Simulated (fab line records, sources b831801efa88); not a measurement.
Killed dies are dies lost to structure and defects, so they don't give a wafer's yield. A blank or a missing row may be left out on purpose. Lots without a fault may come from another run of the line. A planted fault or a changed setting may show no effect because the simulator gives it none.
One fault seen from 2 desks | flow sfq_line | each desk has only its own numbers; what lay behind them comes last

THE METROLOGY DESK
What the gauges read, lot by lot, whatever tool the lot ran on: means of the sampled wafers that have a number. A lot is out of limits, marked OUT, if its mean lies more than 4 standard deviations from the usual mean; the brackets give that distance.
Columns: A = M2_NB_RS at SFQ_M2_RS_MEAS_914, usual 0.894 ohm/sq; B = J5_OVL at SFQ_JJ_OVL_MEAS_931, usual -2 nm
lot  | first seen here | A     | B
L371 | day 15 19:25    | 0.905 | -4
L372 | day 16 23:29    | 0.903 | -6
L377 | day 22 05:51    | 0.896 | -4
L379 | day 23 09:26    | 0.901 | -5
L380 | day 23 22:37    | 0.886 | -5
L382 | day 24 05:46    | 0.903 | -5
L385 | day 25 19:41    | 0.894 | -1
L386 | day 26 00:31    | 0.881 | -1
L389 | day 26 10:44    | 0.897 | 7
L391 | day 26 20:01    | 0.909 | 1
L392 | day 27 00:39    | 0.897 | -3
L393 | day 27 10:13    | 0.898 | -2
L394 | day 27 16:20    | 0.889 | -5
This desk's finding: nothing out of limits on any of the 13 lots.

THE TOOL OWNER'S DESK: litho_track-04
The tool's own readings at SFQ_TRILAYER_M5_LITHO_COAT_128 (resist thk 62 nm): means of the sampled wafers that have a number, for each lot that ran on this tool. A lot is out of limits, marked OUT, if its mean lies more than 4 standard deviations from the usual mean; the brackets give that distance.
Columns: A = dispense_pressure_kPa at SFQ_TRILAYER_M5_LITHO_COAT_128, usual 54 kPa; B = spin_speed_rpm at SFQ_TRILAYER_M5_LITHO_COAT_128, usual 3000.0 rpm
lot  | first seen here | A  | B
L377 | day 57 05:48    | 54 | 2665.6 (-99 or more) OUT
L379 | day 57 14:09    | 54 | 2668.5 (-99 or more) OUT
L380 | day 57 16:27    | 54 | 2666.4 (-99 or more) OUT
L391 | day 60 08:07    | 54 | 3000.4
L392 | day 60 15:28    | 54 | 2999.7
L393 | day 60 21:28    | 54 | 3000.3
This desk's finding: out of limits on L377, L379, L380; first on L377, day 57 05:48 (spin_speed_rpm at SFQ_TRILAYER_M5_LITHO_COAT_128). In limits: L391, L392, L393.

PUT TOGETHER
The tool owner's desk could have raised an alarm at day 57 05:48, on L377, L379, L380.
The metrology desk saw nothing out of limits.
The metrology desk has L377, L379, L380 on record, within its limits.
Of the lots named, all ran SFQ_TRILAYER_M5_LITHO_COAT_128 on litho_track-04.

WHAT THE SIMULATOR HAD PUT IN
Process parameter drift: litho_track-04, from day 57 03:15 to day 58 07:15, at SFQ_TRILAYER_M5_LITHO_COAT_128. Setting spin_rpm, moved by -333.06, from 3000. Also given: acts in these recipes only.
Lots struck among those shown: L377, L379, L380.
Hours from the fault's start to each desk's first reading out of limits: the tool owner's desk, 3.
